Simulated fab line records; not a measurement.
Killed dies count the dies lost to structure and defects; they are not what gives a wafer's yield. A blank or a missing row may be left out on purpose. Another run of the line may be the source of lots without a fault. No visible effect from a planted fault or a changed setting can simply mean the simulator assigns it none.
Chamber matching    flow sky130    3 sister chambers for SKY_CAP2M_CVD_00 on pecvd-02
The step deposits SiO2, target thk 15.5 nm. 6 wafers are shown with their chamber, then 7 later ones without.

## WAFERS WITH THEIR CHAMBER
wafer   chamber  heater-power-w (W)
L143.5  1        758
L150.1  1        697
L150.2  2        721
L150.5  0        768
L149.3  0        777
L149.4  2        709

## WAFERS MISSING THEIR CHAMBER
wafer   heater-power-w (W)
L149.6  753
L161.1  751
L161.2  753
L161.5  747
L162.2  724
L162.4  729
L162.5  703

## CHAMBER TAKEN BY EACH
wafer   from the rows above           in truth
L149.6  can't be placed: 0 or 1 or 2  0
L161.1  can't be placed: 0 or 1 or 2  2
L161.2  can't be placed: 0 or 1 or 2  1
L161.5  can't be placed: 1 or 0 or 2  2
L162.2  can't be placed: 1 or 2 or 0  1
L162.4  can't be placed: 1 or 2 or 0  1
L162.5  can't be placed: 2 or 1       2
Correct placement for 0 of the 7. Cannot be placed on the basis of these rows: 7; the candidates contain the true chamber in 7. 0 placed wrongly.
How it was worked out, from the rows above alone: a wafer's distance from a chamber is the root of the sum, over the readings, of the square of ((its reading less the chamber's mean) divided by the reading's scatter). The wafer belongs to the nearest chamber; if the next one is less than 2 further off, it can't be placed. A chamber's mean is the mean of its shown wafers. The scatter: take each reading less its chamber's mean, square it, sum over the shown wafers, divide by the number of wafers less the number of chambers, and take the root.
